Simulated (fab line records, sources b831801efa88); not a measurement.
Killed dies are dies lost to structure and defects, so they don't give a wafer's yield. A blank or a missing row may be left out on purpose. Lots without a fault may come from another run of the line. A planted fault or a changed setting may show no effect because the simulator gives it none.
fab line records | flow sky130
record lots=24 wafers=72 last_day=50
route steps=708 shown VT_ADJUST_HVTR@141 POLY_CUT@316 METAL1@439 VIA1@482 METAL2@486
lots that met no fault: from a run of the same line without faults
start_h: hours from the record's first day to the start of the lot's first wafer shown | wait_h: hours since the lot's step before | " the same as in the row above | L1.1+2: a row that stands for several wafers | - no value, or no start given | * or withheld: withheld | < > ~ a bound
route shown NAME@n: a module of which the file shows steps, and the number in the route of the first | usual: mean/standard deviation of fault-free wafers | same: alike in all rows | chamber/n: place in a boat | sites: the reading at each site | _std_site: their standard deviation | _edge_site: outer sites' mean less inner sites' | radius_mm: how far each site lies from the wafer's centre | mask NAME#n: copy n | behind: the tool/chamber that last shaped the wafer | hold: why the lot was held/for how many hours/how that ended | device: the transistor (n, p or np) that didn't switch | end of line: the same wafers' tests at the end of the route | a step without rows: its recipe alone | killed: dies lost to structure and defects at the first sort, not the wafer's yield | map: a wafer's dies, x killed, . not, _ none there
set.NAME: the setting as run; set.NAME@STEP: as run at that earlier step | model.NAME: the simulator's own value behind a step, which no gauge read
steps of the route over a sample of lots; a table a step, a row a wafer
services: from which hour (start_h, from the record's first day; less than 0 if before it) a tool's chamber was out of use, for how many hours, and why
## steps
# step SKY_VT_ADJUST_HVTR_STRIP_10
# recipe chemistry=O2/N2 power_w=1400 pressure_mtorr=1500 platen_temp_c=withheld o2_flow_sccm=3000 n2_flow_sccm=300 overash_fraction=0.5
# usual drypump_motor_current_A=5.7/0.38 oes_product_au=0.716/0.0045 strip_time_to_endpoint_s=14.19/0.038
# columns lot.wafer tool chamber start_h wait_h drypump_motor_current_A oes_product_au rf_hours_counter_h strip_time_to_endpoint_s
L074.1 plasma_asher-02 1 192.18 0.1 6.1 0.719 56 14.16
L074.3 " 1 " " 6.1 0.713 - 14.16
L074.5 " 1 " " 6.1 0.712 - 14.16
L075.4 plasma_asher-02 0 206.25 0.1 5.9 0.716 - 14.21
L075.5 " 1 " " 6.2 0.709 - 14.23
L075.6 " 0 " " 5.8 0.703 - 14.23
L076.2 plasma_asher-02 0 212.62 0.1 5.8 0.723 58 14.21
L076.4 " 0 " " 5.8 0.715 - 14.18
L076.5 " 0 " " 5.9 0.718 - 14.21
L077.2 plasma_asher-01 1 219.27 0.1 5.2 0.713 30 14.19
L077.3 " 1 " " 5.2 0.712 - 14.18
L077.6 " 0 " " 5.2 0.718 - 14.22
L078.1 plasma_asher-04 1 225.43 0.1 5.9 0.716 59 14.13
L078.2 " 0 " " 5.6 0.715 59 14.10
L078.3 " 1 " " 5.9 0.723 - 14.13
L079.3 plasma_asher-02 1 240.05 0.1 6.2 0.717 - 14.17
L079.4 " 0 " " 5.9 0.717 - 14.19
L079.6 " 1 " " 6.1 0.721 - 14.17
L080.2 plasma_asher-02 1 257.82 0.1 6.1 0.719 62 14.18
L080.3 " 1 " " 6.1 0.712 - 14.18
L080.4 " 0 " " 5.9 0.718 - 14.16
L081.1 plasma_asher-01 1 258.97 0.1 5.2 0.719 34 14.22
L081.5 " 1 " " 5.2 0.718 - 14.21
L081.6 " 0 " " 5.2 0.713 - 14.26
L082.1 plasma_asher-02 1 270.87 0.1 6.2 0.718 64 14.22
L082.2 " 0 " " 5.9 0.720 64 14.23
L082.5 " 0 " " 5.9 0.714 - 14.18
L083.1 plasma_asher-02 0 274.21 0.1 5.9 0.712 64 14.19
L083.3 " 1 " " 6.2 0.709 - 14.21
L083.5 " 0 " " 5.8 0.716 - 14.24
L084.3 plasma_asher-01 0 274.70 0.1 5.1 0.722 - 14.22
L084.5 " 0 " " 5.1 0.720 - 14.22
L084.6 " 1 " " 5.2 0.713 - 14.25
L085.3 plasma_asher-01 1 281.15 0.1 5.2 0.711 - 14.21
L085.4 " 0 " " 5.2 0.708 - 14.16
L085.6 " 0 " " 5.1 0.712 - 14.14
L086.1 plasma_asher-01 1 290.47 0.1 5.2 0.706 37 14.15
L086.3 " 1 " " 5.2 0.710 - 14.15
L086.4 " 0 " " 5.1 0.710 - 14.15
L087.3 plasma_asher-02 1 297.05 0.1 6.1 0.715 - 14.20
L087.4 " 0 " " 5.8 0.709 - 14.18
L087.6 " 0 " " 5.8 0.706 - 14.15
L088.1 plasma_asher-02 1 302.62 0.1 6.2 0.707 67 14.26
L088.2 " 0 " " 5.9 0.716 67 14.23
L088.4 " 0 " " 5.9 0.720 - 14.21
L089.2 plasma_asher-04 1 311.62 0.1 5.9 0.717 67 14.13
L089.4 " 1 " " 5.9 0.720 - 14.14
L089.5 " 1 " " 5.9 0.710 - 14.12
L091.2 plasma_asher-04 1 323.97 0.1 5.9 0.721 69 14.22
L091.4 " 1 " " 5.9 0.714 - 14.22
L091.5 " 0 " " 5.6 0.718 - 14.22
L090.3 plasma_asher-02 1 326.66 0.1 6.1 0.712 - 14.22
L090.5 " 1 " " 6.1 0.714 - 14.19
L090.6 " 0 " " 5.8 0.714 - 14.20
L092.4 plasma_asher-02 1 335.30 0.1 6.2 0.720 - 14.15
L092.5 " 1 " " 6.1 0.717 - 14.16
L092.6 " 0 " " 5.8 0.724 - 14.17
L093.1 plasma_asher-02 1 346.32 0.1 6.1 0.713 71 14.19
L093.5 " 0 " " 5.8 0.716 - 14.24
L093.6 " 1 " " 6.2 0.717 - 14.20
L094.3 plasma_asher-02 1 368.77 0.1 6.1 0.720 - 14.24
L094.4 " 0 " " 5.9 0.720 - 14.20
L094.5 " 1 " " 6.2 0.714 - 14.22
L095.1 plasma_asher-04 1 384.77 0.1 5.9 0.713 75 14.17
L095.3 " 0 " " 5.6 0.714 - 14.23
L095.6 " 0 " " 5.6 0.720 - 14.22
L096.1 plasma_asher-01 0 386.23 0.1 5.1 0.722 46 14.17
L096.3 " 0 " " 5.1 0.723 - 14.15
L096.6 " 1 " " 5.2 0.712 - 14.18
L097.1 plasma_asher-02 1 386.32 0.1 6.1 0.713 75 14.18
L097.2 " 0 " " 5.9 0.718 75 14.22
L097.3 " 0 " " 5.8 0.718 - 14.16
# step SKY_POLY_CUT_OVL_MEAS_09
# usual POLY_CUT_OVL=-2/5.2
# columns lot.wafer tool chamber start_h wait_h POLY_CUT_OVL[nm]
L074.1 overlay-01 - 539.98 0.1 1
L074.3 " - " " 1
L074.5 " - " " 5
L075.4 overlay-02 - 556.05 0.1 0
L075.5 " - " " 8
L075.6 " - " " 1
L076.2 overlay-02 - 562.40 0.1 1
L076.4 " - " " 4
L076.5 " - " " -5
L077.2 overlay-01 - 576.54 0.1 -5
L077.3 " - " " -2
L077.6 " - " " -1
L078.1 overlay-01 - 593.38 0.1 -6
L078.2 " - " " -5
L078.3 " - " " -5
L079.3 overlay-01 - 607.70 0.1 -7
L079.4 " - " " 1
L079.6 " - " " -8
L080.2 overlay-02 - 617.38 0.1 6
L080.3 " - " " 4
L080.4 " - " " 9
L081.1 overlay-01 - 620.13 0.1 -8
L081.5 " - " " -7
L081.6 " - " " -5
L082.1 overlay-01 - 635.59 0.1 -7
L082.2 " - " " -4
L082.5 " - " " -10
L084.3 overlay-01 - 642.59 0.1 10
L084.5 " - " " 9
L084.6 " - " " 5
L083.1 overlay-01 - 644.79 0.1 -7
L083.3 " - " " -5
L083.5 " - " " -6
L085.3 overlay-01 - 646.09 0.1 -4
L085.4 " - " " -2
L085.6 " - " " -1
L086.1 overlay-02 - 657.23 0.1 -5
L086.3 " - " " -5
L086.4 " - " " 4
L087.3 overlay-01 - 665.51 0.1 -2
L087.4 " - " " -6
L087.6 " - " " -3
L088.1 overlay-01 - 671.19 0.1 1
L088.2 " - " " 5
L088.4 " - " " 1
L090.3 overlay-01 - 704.04 0.1 -6
L090.5 " - " " 1
L090.6 " - " " -12
L091.2 overlay-02 - 704.38 0.1 16
L091.4 " - " " 11
L091.5 " - " " 5
L089.2 overlay-01 - 704.44 0.1 -2
L089.4 " - " " 0
L089.5 " - " " -1
L092.4 overlay-02 - 709.00 0.1 0
L092.5 " - " " 6
L092.6 " - " " -3
L093.1 overlay-01 - 715.28 0.1 -4
L093.5 " - " " -5
L093.6 " - " " -7
L094.3 overlay-01 - 735.40 0.1 -3
L094.4 " - " " 2
L094.5 " - " " -4
L096.1 overlay-02 - 752.03 0.1 0
L096.3 " - " " 5
L096.6 " - " " 3
L095.1 overlay-02 - 752.33 0.1 -5
L095.3 " - " " -9
L095.6 " - " " -9
L097.1 overlay-01 - 757.74 0.1 5
L097.2 " - " " -5
L097.3 " - " " 3
# step SKY_METAL1_RS_MEAS_05
# recipe thk_meas_gauge=four-point-probe reads=TiN_of_METAL1_SPUTTER_04+Ti_of_METAL1_SPUTTER_03+AlCu_of_METAL1_SPUTTER_02+TiN_of_METAL1_SPUTTER_01+Ti_of_METAL1_SPUTTER_00
# usual METAL1_ALCU_RS=0.1260/0.0014
# columns lot.wafer tool chamber start_h wait_h METAL1_ALCU_RS[ohm/sq]
L074.1 film_metro-01 - 715.23 0.0 0.1240
L074.3 " - " " 0.1229
L074.5 " - " " 0.1245
L075.4 film_metro-03 - 728.99 0.1 0.1260
L075.5 " - " " 0.1266
L075.6 " - " " 0.1255
L076.2 film_metro-01 - 738.36 0.0 0.1265
L076.4 " - " " 0.1254
L076.5 " - " " 0.1265
L077.2 film_metro-01 - 749.75 0.0 0.1273
L077.3 " - " " 0.1271
L077.6 " - " " 0.1280
L078.1 film_metro-03 - 765.65 0.0 0.1244
L078.2 " - " " 0.1236
L078.3 " - " " 0.1248
L079.3 film_metro-01 - 778.78 0.1 0.1289
L079.4 " - " " 0.1282
L079.6 " - " " 0.1288
L080.2 film_metro-02 - 784.64 0.0 0.1259
L080.3 " - " " 0.1261
L080.4 " - " " 0.1258
L081.1 film_metro-03 - 788.72 0.0 0.1256
L081.5 " - " " 0.1265
L081.6 " - " " 0.1270
L082.1 film_metro-03 - 803.71 0.0 0.1258
L082.2 " - " " 0.1251
L082.5 " - " " 0.1256
L084.3 film_metro-01 - 809.95 0.1 0.1265
L084.5 " - " " 0.1269
L084.6 " - " " 0.1247
L083.1 film_metro-01 - 811.59 0.0 0.1241
L083.3 " - " " 0.1245
L083.5 " - " " 0.1238
L085.3 film_metro-03 - 814.26 0.1 0.1279
L085.4 " - " " 0.1274
L085.6 " - " " 0.1284
L086.1 film_metro-02 - 823.54 0.0 0.1264
L086.3 " - " " 0.1268
L086.4 " - " " 0.1278
L087.3 film_metro-03 - 832.48 0.1 0.1236
L087.4 " - " " 0.1268
L087.6 " - " " 0.1238
L088.1 film_metro-01 - 836.80 0.0 0.1242
L088.2 " - " " 0.1270
L088.4 " - " " 0.1269
L090.3 film_metro-02 - 870.63 0.1 0.1266
L090.5 " - " " 0.1261
L090.6 " - " " 0.1258
L091.2 film_metro-03 - 870.65 0.0 0.1260
L091.4 " - " " 0.1282
L091.5 " - " " 0.1282
L089.2 film_metro-03 - 870.91 0.0 0.1272
L089.4 " - " " 0.1276
L089.5 " - " " 0.1250
L092.4 film_metro-03 - 872.57 0.1 0.1233
L092.5 " - " " 0.1255
L092.6 " - " " 0.1264
L093.1 film_metro-02 - 881.74 0.0 0.1248
L093.5 " - " " 0.1239
L093.6 " - " " 0.1251
L094.3 film_metro-02 - 898.79 0.1 0.1282
L094.4 " - " " 0.1304
L094.5 " - " " 0.1257
L096.1 film_metro-03 - 915.59 0.0 0.1242
L096.3 " - " " 0.1259
L096.6 " - " " 0.1239
L095.1 film_metro-02 - 916.19 0.0 0.1258
L095.3 " - " " 0.1259
L095.6 " - " " 0.1259
L097.1 film_metro-01 - 920.49 0.0 0.1256
L097.2 " - " " 0.1252
L097.3 " - " " 0.1257
# step SKY_VIA1_CMP_24
# recipe stop_on=SiO2 t_overpolish_s=15 down_force_psi=3.5 platen_rpm=60 target_thk_nm=0 pad_velocity_m_s=0.94248
# usual head_pressure_psi=3.501/0.0066 motor_current_A=10.4/1.1 overpolish_run_s=15.000/0.0092 time_to_endpoint_s=66/4.1
# columns lot.wafer tool chamber start_h wait_h head_pressure_psi motor_current_A overpolish_run_s time_to_endpoint_s
L074.3 cmp-01 3 773.03 0.1 3.498 10.7 15.002 61
L074.1 " 1 " " 3.488 9.1 14.995 57
L074.5 " 2 " " 3.505 11.1 15.000 70
L075.4 cmp-01 3 784.88 0.1 3.496 10.3 15.008 61
L075.6 " 2 " " 3.499 10.9 14.981 71
L075.5 " 3 " " 3.503 9.9 15.004 63
L076.2 cmp-02 1 794.27 0.0 3.504 10.5 14.989 67
L076.4 " 2 " " 3.500 9.0 15.016 67
L076.5 " 2 " " 3.499 8.7 15.007 69
L077.2 cmp-02 0 806.01 0.3 3.502 12.5 14.993 73
L077.3 " 1 " " 3.504 10.6 15.019 70
L077.6 " 3 " " 3.507 10.4 15.008 65
L078.1 cmp-02 1 820.63 0.1 3.493 10.9 15.001 62
L078.2 " 2 " " 3.495 9.3 14.991 68
L078.3 " 0 " " 3.499 12.0 14.998 72
L079.3 cmp-02 0 834.22 0.0 3.515 12.1 15.006 69
L079.4 " 3 " " 3.494 10.8 15.005 62
L079.6 " 0 " " 3.499 12.4 14.993 68
L080.3 cmp-01 3 840.34 0.1 3.498 10.2 14.998 63
L080.4 " 0 " " 3.501 10.3 14.986 63
L080.2 " 1 " " 3.513 9.0 15.014 60
L081.1 cmp-01 3 843.44 0.2 3.497 10.4 14.987 57
L081.6 " 0 " " 3.502 10.7 15.000 60
L081.5 " 1 " " 3.506 8.5 14.998 60
L082.1 cmp-01 3 858.13 0.1 3.501 10.8 14.992 62
L082.2 " 2 " " 3.496 10.5 14.997 68
L082.5 " 3 " " 3.500 10.6 14.990 63
L084.3 cmp-02 2 864.43 0.0 3.511 9.5 15.007 69
L084.6 " 2 " " 3.503 8.8 15.003 69
L084.5 " 3 " " 3.508 10.4 15.006 66
L083.3 cmp-02 0 866.94 0.0 3.503 12.5 15.000 70
L083.1 " 3 " " 3.497 10.8 15.008 64
L083.5 " 0 " " 3.497 12.4 14.993 70
L085.3 cmp-01 3 869.13 0.1 3.514 10.0 15.007 64
L085.4 " 0 " " 3.510 10.2 15.001 61
L085.6 " 2 " " 3.506 11.3 14.996 70
L086.1 cmp-01 0 878.03 0.1 3.501 10.9 15.005 63
L086.4 " 1 " " 3.508 8.9 15.010 61
L086.3 " 2 " " 3.496 11.2 15.012 73
L087.3 cmp-01 3 887.15 0.0 3.501 9.6 15.000 65
L087.4 " 0 " " 3.515 10.4 14.998 66
L087.6 " 0 " " 3.507 10.6 14.985 63
L088.4 cmp-01 2 892.21 0.2 3.504 10.7 15.006 72
L088.2 " 3 " " 3.501 10.4 14.994 66
L088.1 " 0 " " 3.502 10.6 15.011 67
L091.2 cmp-01 1 923.45 0.0 3.498 8.7 15.002 63
L091.4 " 0 " " 3.512 10.6 14.990 64
L091.5 " 2 " " 3.494 11.2 14.999 73
L090.3 cmp-02 2 923.51 0.1 3.493 8.9 15.004 68
L090.6 " 0 " " 3.509 11.7 15.002 74
L090.5 " 1 " " 3.503 10.7 15.006 67
L089.2 cmp-01 1 923.89 0.0 3.499 8.2 14.995 61
L089.4 " 3 " " 3.511 10.8 15.004 64
L089.5 " 2 " " 3.497 11.0 14.978 75
L092.4 cmp-02 3 925.24 0.1 3.504 10.6 15.018 65
L092.5 " 2 " " 3.493 9.2 14.999 65
L092.6 " 3 " " 3.510 10.5 15.012 66
L093.1 cmp-02 1 934.28 0.1 3.507 10.8 15.001 65
L093.6 " 3 " " 3.491 10.4 14.993 64
L093.5 " 0 " " 3.517 11.9 14.996 70
L094.3 cmp-02 1 950.52 0.0 3.493 10.8 14.981 66
L094.4 " 0 " " 3.507 11.7 15.016 67
L094.5 " 2 " " 3.504 9.4 15.005 67
L096.3 cmp-01 2 967.69 0.0 3.506 10.8 15.006 71
L096.1 " 1 " " 3.491 8.6 14.997 62
L096.6 " 2 " " 3.512 11.1 15.005 74
L095.1 cmp-01 2 968.09 0.2 3.496 11.0 15.025 69
L095.3 " 3 " " 3.504 10.3 14.991 58
L095.6 " 1 " " 3.502 9.0 14.997 59
L097.3 cmp-01 2 972.44 0.1 3.505 11.3 14.996 73
L097.2 " 3 " " 3.501 10.3 15.006 63
L097.1 " 0 " " 3.500 11.1 15.002 64
# step SKY_METAL2_SPUTTER_03
# recipe material=Ti target_thk_nm=5 power_w=3000 time_s=3.3 chamber_pressure_pa=0.4
# usual throttle_valve_pct=30.2/1.2
# columns lot.wafer tool chamber start_h wait_h throttle_valve_pct
L074.1 pvd_sputter-02 - 773.35 0.0 30.3
L074.3 " - " " 28.6
L074.5 " - " " 30.0
L075.4 pvd_sputter-02 - 785.20 0.0 28.5
L075.5 " - " " 30.3
L075.6 " - " " 28.3
L076.2 pvd_sputter-02 - 794.64 0.0 30.3
L076.4 " - " " 28.3
L076.5 " - " " 28.4
L077.2 pvd_sputter-02 - 806.33 0.0 30.2
L077.3 " - " " 29.3
L077.6 " - " " 29.8
L078.1 pvd_sputter-01 - 821.01 0.0 30.2
L078.2 " - " " 30.5
L078.3 " - " " 30.8
L079.3 pvd_sputter-04 - 834.59 0.0 32.3
L079.4 " - " " 28.6
L079.6 " - " " 29.4
L080.2 pvd_sputter-04 - 840.66 0.0 32.2
L080.3 " - " " 28.6
L080.4 " - " " 32.1
L081.1 pvd_sputter-01 - 843.66 0.0 30.6
L081.5 " - " " 31.0
L081.6 " - " " 30.4
L082.1 pvd_sputter-04 - 858.50 0.0 31.9
L082.2 " - " " 32.1
L082.5 " - " " 29.6
L084.3 pvd_sputter-04 - 864.80 0.0 32.0
L084.5 " - " " 32.1
L084.6 " - " " 32.0
L083.1 pvd_sputter-04 - 867.31 0.0 32.5
L083.3 " - " " 28.2
L083.5 " - " " 29.0
L085.3 pvd_sputter-02 - 869.40 0.0 28.4
L085.4 " - " " 30.2
L085.6 " - " " 28.4
L086.1 pvd_sputter-04 - 878.40 0.0 32.4
L086.3 " - " " 29.2
L086.4 " - " " 28.5
L087.3 pvd_sputter-01 - 887.52 0.0 29.6
L087.4 " - " " 30.7
L087.6 " - " " 30.6
L088.1 pvd_sputter-04 - 892.58 0.0 28.6
L088.2 " - " " 32.1
L088.4 " - " " 29.3
L090.3 pvd_sputter-01 - 923.78 0.0 30.3
L090.5 " - " " 29.7
L090.6 " - " " 30.3
L091.2 pvd_sputter-04 - 923.82 0.0 32.2
L091.4 " - " " 32.3
L091.5 " - " " 28.6
L089.2 pvd_sputter-02 - 924.26 0.0 29.4
L089.4 " - " " 28.4
L089.5 " - " " 29.3
L092.4 pvd_sputter-02 - 925.56 0.0 28.4
L092.5 " - " " 28.2
L092.6 " - " " 30.0
L093.1 pvd_sputter-04 - 934.56 0.0 32.2
L093.5 " - " " 28.5
L093.6 " - " " 32.2
L094.3 pvd_sputter-01 - 950.90 0.0 29.7
L094.4 " - " " 30.7
L094.5 " - " " 29.7
L096.1 pvd_sputter-01 - 968.06 0.0 30.2
L096.3 " - " " 29.7
L096.6 " - " " 30.5
L095.1 pvd_sputter-04 - 968.36 0.0 32.4
L095.3 " - " " 29.2
L095.6 " - " " 29.6
L097.1 pvd_sputter-01 - 972.76 0.0 30.8
L097.2 " - " " 30.6
L097.3 " - " " 30.2
# step SKY_METAL2_ETCH_18
# recipe chemistry=N2/H2 target=BARC ion_energy_ev=200 bias_w=100 pressure_mtorr=30 n2_flow_sccm=100 h2_flow_sccm=200 icp_w=500 stop_on=SiO2 time_s=45.9 target_depth_a=600
# usual drypump_motor_current_A=5.91/0.26 h2_flow_sccm=200.0/0.56 oes_product_au=0.854/0.0048 rf_fwd_power_W=494.9/2.2 throttle_valve_pct=13.225/0.0085
# columns lot.wafer tool chamber start_h wait_h drypump_motor_current_A h2_flow_sccm oes_product_au rf_fwd_power_W rf_hours_counter_h throttle_valve_pct
L074.1 rie_metal-01 0 799.77 0.0 5.88 200.3 0.859 494.3 3 13.211
L074.3 " 1 " " 5.82 200.1 0.849 496.5 - 13.229
L074.5 " 1 " " 5.82 199.9 0.851 495.9 - 13.233
L075.4 rie_metal-03 1 812.27 0.0 5.71 199.8 0.851 496.5 - 13.223
L075.5 " 0 " " 6.31 200.5 0.859 492.8 - 13.227
L075.6 " 1 " " 5.69 200.5 0.855 495.6 - 13.240
L076.2 rie_metal-03 1 820.95 0.0 5.72 200.4 0.851 494.2 12 13.226
L076.4 " 1 " " 5.72 199.8 0.857 492.9 - 13.237
L076.5 " 0 " " 6.28 201.0 0.859 491.9 - 13.222
L077.2 rie_metal-01 1 832.81 0.0 5.82 200.0 0.862 495.1 3 13.234
L077.3 " 0 " " 5.86 199.8 0.856 498.0 - 13.237
L077.6 " 1 " " 5.84 200.8 0.852 496.4 - 13.228
L078.1 rie_metal-03 0 847.40 0.0 6.34 200.7 0.856 490.7 9 13.236
L078.2 " 1 " " 5.70 200.1 0.860 495.2 14 13.232
L078.3 " 1 " " 5.70 200.5 0.849 492.9 - 13.229
L079.3 rie_metal-01 0 861.52 0.0 5.88 201.1 0.855 496.3 - 13.224
L079.4 " 1 " " 5.83 200.7 0.848 497.2 - 13.224
L079.6 " 1 " " 5.83 201.2 0.857 496.0 - 13.221
L080.2 rie_metal-03 0 866.77 0.0 6.32 199.8 0.854 488.1 10 13.217
L080.3 " 1 " " 5.70 198.3 0.861 495.0 - 13.212
L080.4 " 0 " " 6.29 200.0 0.855 491.9 - 13.218
L081.1 rie_metal-01 0 869.90 0.0 5.87 199.4 0.858 496.7 6 13.228
L081.5 " 0 " " 5.86 200.2 0.856 496.7 - 13.222
L081.6 " 1 " " 5.85 199.4 0.861 494.1 - 13.237
L082.1 rie_metal-03 0 884.82 0.0 6.27 199.8 0.849 489.8 10 13.215
L082.2 " 1 " " 5.72 200.4 0.850 495.9 15 13.214
L082.5 " 0 " " 6.29 199.7 0.857 491.0 - 13.213
L084.3 rie_metal-03 1 891.00 0.0 5.70 200.0 0.851 495.5 - 13.216
L084.5 " 1 " " 5.71 200.4 0.860 493.2 - 13.232
L084.6 " 0 " " 6.31 200.7 0.855 491.4 - 13.218
L083.1 rie_metal-04 1 893.80 0.0 6.24 198.7 0.850 494.0 7 13.232
L083.3 " 0 " " 5.44 198.9 0.862 495.7 - 13.225
L083.5 " 0 " " 5.44 200.2 0.851 495.4 - 13.229
L085.3 rie_metal-01 0 895.02 0.0 5.86 199.2 0.854 497.7 - 13.225
L085.4 " 1 " " 5.83 198.9 0.852 495.9 - 13.218
L085.6 " 1 " " 5.82 198.7 0.848 498.9 - 13.226
L086.1 rie_metal-01 1 903.62 0.0 5.81 199.2 0.849 495.2 6 13.222
L086.3 " 1 " " 5.81 198.6 0.849 495.7 - 13.224
L086.4 " 0 " " 5.88 199.9 0.853 496.5 - 13.221
L087.3 rie_metal-01 1 912.95 0.0 5.84 200.1 0.860 496.3 - 13.219
L087.4 " 0 " " 5.85 200.4 0.851 497.4 - 13.230
L087.6 " 1 " " 5.83 200.0 0.848 496.2 - 13.229
L088.1 rie_metal-03 1 918.02 0.0 5.70 199.5 0.853 497.1 17 13.232
L088.2 " 0 " " 6.31 200.0 0.849 492.1 12 13.230
L088.4 " 0 " " 6.33 200.2 0.861 491.5 - 13.212
L091.2 rie_metal-03 0 948.33 0.0 6.32 200.1 0.860 491.6 13 13.235
L091.4 " 1 " " 5.70 200.4 0.849 498.4 - 13.216
L091.5 " 1 " " 5.70 199.0 0.848 497.3 - 13.222
L090.3 rie_metal-01 1 948.35 0.0 5.83 199.8 0.856 495.4 - 13.232
L090.5 " 0 " " 5.88 200.5 0.848 495.6 - 13.222
L090.6 " 1 " " 5.83 200.8 0.852 495.9 - 13.216
L089.2 rie_metal-04 0 948.60 0.0 5.47 200.1 0.855 493.7 6 13.221
L089.4 " 0 " " 5.44 200.3 0.857 495.2 - 13.215
L089.5 " 0 " " 5.49 200.1 0.859 499.1 - 13.220
L092.4 rie_metal-03 0 950.10 0.0 6.31 199.3 0.851 491.2 - 13.229
L092.5 " 1 " " 5.70 200.0 0.848 495.2 - 13.228
L092.6 " 0 " " 6.28 200.9 0.851 490.6 - 13.223
L093.1 rie_metal-04 0 959.40 0.0 5.44 199.2 0.855 496.3 7 13.224
L093.5 " 0 " " 5.45 200.2 0.859 497.3 - 13.210
L093.6 " 1 " " 6.24 199.9 0.851 496.5 - 13.213
L094.3 rie_metal-01 0 975.32 0.0 5.88 199.4 0.854 497.5 - 13.236
L094.4 " 1 " " 5.82 200.7 0.868 497.1 - 13.218
L094.5 " 1 " " 5.81 199.9 0.856 494.8 - 13.222
L096.1 rie_metal-01 0 991.50 0.0 5.86 199.6 0.861 496.6 11 13.240
L096.3 " 0 " " 5.85 199.5 0.848 497.3 - 13.227
L096.6 " 0 " " 5.87 199.7 0.859 498.3 - 13.241
L095.1 rie_metal-04 1 991.85 0.0 6.29 200.0 0.861 493.9 13 13.241
L095.3 " 0 " " 5.45 200.2 0.849 495.9 - 13.224
L095.6 " 0 " " 5.45 200.2 0.860 495.5 - 13.210
L097.1 rie_metal-01 1 996.60 0.0 5.83 199.4 0.848 495.1 10 13.214
L097.2 " 0 " " 5.87 200.4 0.849 495.7 12 13.245
L097.3 " 1 " " 5.82 199.7 0.852 497.2 - 13.224
## services
# columns tool chamber start_h hours kind
cmp-01 - 188.22 15.3 pm
cmp-01 - 223.76 5.8 repair
cmp-01 - 239.72 5.3 pm
cmp-01 - 245.27 1.8 repair
cmp-01 - 251.09 1.2 repair
cmp-01 - 278.14 2.4 repair
cmp-01 - 314.48 1.7 repair
cmp-01 - 329.83 1.6 repair
cmp-01 - 353.13 1.9 repair
cmp-01 - 372.35 0.3 repair
cmp-01 - 404.00 4.0 pm
plasma_asher-02 - 421.27 9.0 pm
cmp-01 - 434.65 8.2 pm
plasma_asher-02 - 444.39 0.4 repair
cmp-01 - 529.61 1.7 repair
cmp-01 - 575.88 1.1 repair
cmp-01 - 642.22 6.4 repair
cmp-01 - 642.63 0.6 repair
plasma_asher-02 - 692.52 2.8 pm
plasma_asher-02 - 725.45 1.5 repair
cmp-01 - 744.00 4.0 pm
cmp-01 - 803.57 4.6 pm
cmp-01 - 837.78 0.2 repair
cmp-01 - 895.76 5.4 pm
## key
fault none
